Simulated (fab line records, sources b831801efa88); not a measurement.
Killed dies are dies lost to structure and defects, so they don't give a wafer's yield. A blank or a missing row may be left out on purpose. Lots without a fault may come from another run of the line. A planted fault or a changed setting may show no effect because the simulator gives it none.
A struck lot beside a sound one | flow sky130 | 25 steps out of a route of 708
Sound: wafers L469.2, L469.3, L469.6. Struck: wafers L472.2, L472.5, L472.6. The cause comes at the end.
At each step with rows: each side's tool, then ch and its chambers, then its first start. Under that, the readings that differ: sound wafers | struck wafers | difference of the means | sigmas: that difference in standard deviations of wafers without a fault.
alike: readings whose means differ by less than 2 such deviations, and words and numbers that are the same on both sides. not compared: withheld readings, readings that some wafer has no value for, bounds like >300 that may hide the same value, and numbers for which the record gives no deviation and whose values overlap.
The two part at a step that has a row with sigmas, a row that says differs or no value, or rows on one side only. Numbers that don't overlap but have no deviation are shown without sigmas and don't part them. A reading that every wafer of one side lacks parts them only if that side has two wafers or more.

first, 3 steps without rows for these wafers: SKY_LOCAL_INTERCONNECT_STRIP_16 (strips in post etch residue remover, time 1200 s); SKY_LOCAL_INTERCONNECT_CLEAN_17 (cleans in IPA, time 180 s); SKY_LOCAL_INTERCONNECT_CLEAN_18 (cleans in O3/DIW).
SKY_CONTACT_CVD_00: deposits Si3N4, target thk 75 nm.
  sound on pecvd-03 ch 0,2, day 33 05:53; struck on pecvd-04 ch 1,2, day 33 22:47
  alike: heater_power_w
SKY_CONTACT_THK_MEAS_01:
  sound on film_metro-01, day 33 05:55; struck on film_metro-01, day 33 22:49
  alike: CONTACT_CVD_00_THK
then, 1 step without rows for these wafers: SKY_CONTACT_HDPCVD_02 (deposits SiO2, target thk 565 nm, time 94.2 s).
SKY_CONTACT_THK_MEAS_03:
  sound on film_metro-02, day 33 06:03; struck on film_metro-03, day 33 22:57
  alike: CONTACT_HDPCVD_THK
SKY_CONTACT_CMP_04: polishes SiO2.
  sound on cmp-02 ch 0,1,2, day 33 06:06; struck on cmp-02 ch 0,1,3, day 33 23:09
  alike: motor_current_A, time_to_endpoint_s
SKY_CONTACT_BOW_MEAS_05:
  sound on film_metro-03, day 33 06:25; struck on film_metro-01, day 33 23:19
  alike: CONTACT_BOW
then, 3 steps without rows for these wafers: SKY_CONTACT_DEHYDRATE_06 (time 60 s); SKY_CONTACT_HMDS_07 (prime time 57.17 s); SKY_CONTACT_COAT_08 (resist thk 60 nm).
SKY_CONTACT_COAT_09: resist thk 450 nm.
  sound on litho_track-03 ch 0, day 33 19:00; struck on litho_track-03 ch 0, day 34 12:00
  reading                                        | sound             | struck            | difference | sigmas
  model.KrF-thick_of_CONTACT_COAT_09.thk_nm (nm) | 450.7 450.9 450.4 | 469.6 468.4 469.5 | +18.5      |
  alike: exhaust_pa
then, 4 steps without rows for these wafers: SKY_CONTACT_SOFTBAKE_10 (time 90 s); SKY_CONTACT_EXPOSE_11 (exposes mask CTM1, target cd 170 nm); SKY_CONTACT_PEB_12; SKY_CONTACT_DEVELOP_13 (develop time 60 s).
SKY_CONTACT_CD_MEAS_14: target cd 170 nm.
  sound on cd_sem-02, day 34 08:50; struck on cd_sem-02, day 35 03:22
  reading    | sound             | struck            | difference | sigmas
  cd_nm (nm) | 172.5 173.1 171.0 | 166.4 166.8 166.1 | -5.8       | -4
SKY_CONTACT_OVL_MEAS_15:
  sound on overlay-02, day 34 08:57; struck on overlay-01, day 35 03:29
  alike: CONTACT_OVL
SKY_CONTACT_ETCH_16: etches BARC in N2/H2, stops on SiO2, time 45.9 s, target depth 60 nm.
  sound on rie_diel-03 ch 0,2, day 34 08:59; struck on rie_diel-03 ch 1,2,3, day 35 03:31
  alike: bias_w, drypump_motor_current_A, oes_product_au, throttle_valve_pct
  not compared: rf_hours_counter_h
SKY_CONTACT_ETCH_17: etches SiO2 in C4F8/O2/Ar, stops on Si3N4, target depth 340 nm.
  sound on rie_diel-03 ch 0,2, day 34 09:01; struck on rie_diel-03 ch 1,2,3, day 35 03:33
  alike: bias_w, oes_product_au
SKY_CONTACT_ETCH_18: etches Si3N4 in CHF3/O2, stops on TiN, time 39 s, target depth 75 nm.
  sound on rie_diel-03 ch 0,2; struck on rie_diel-03 ch 1,2,3
  reading                                        | sound             | struck          | difference | sigmas
  model.KrF-thick_of_CONTACT_COAT_09.thk_nm (nm) | 243.2 242.7 241.6 | 260.3 261.3 262 | +18.7      |
  alike: bias_w, drypump_motor_current_A, oes_product_au, throttle_valve_pct
  not compared: rf_hours_counter_h
SKY_CONTACT_STRIP_19: strips in O2/N2.
  sound on plasma_asher-03 ch 1, day 34 09:07; struck on plasma_asher-04 ch 0,1, day 35 03:38
  reading                      | sound             | struck            | difference | sigmas
  strip_time_to_endpoint_s (s) | 3.645 3.612 3.603 | 3.804 3.842 3.838 | +0.208     | +8
  alike: drypump_motor_current_A, oes_product_au
  not compared: rf_hours_counter_h
then, 2 steps without rows for these wafers: SKY_CONTACT_STRIP_20 (strips in post etch residue remover, time 1200 s); SKY_PAD_OPEN_PROBE_99.

WHERE THEY PART
First at SKY_CONTACT_CD_MEAS_14; last, within this record, at SKY_CONTACT_STRIP_19.

WHY: what the simulator had put in
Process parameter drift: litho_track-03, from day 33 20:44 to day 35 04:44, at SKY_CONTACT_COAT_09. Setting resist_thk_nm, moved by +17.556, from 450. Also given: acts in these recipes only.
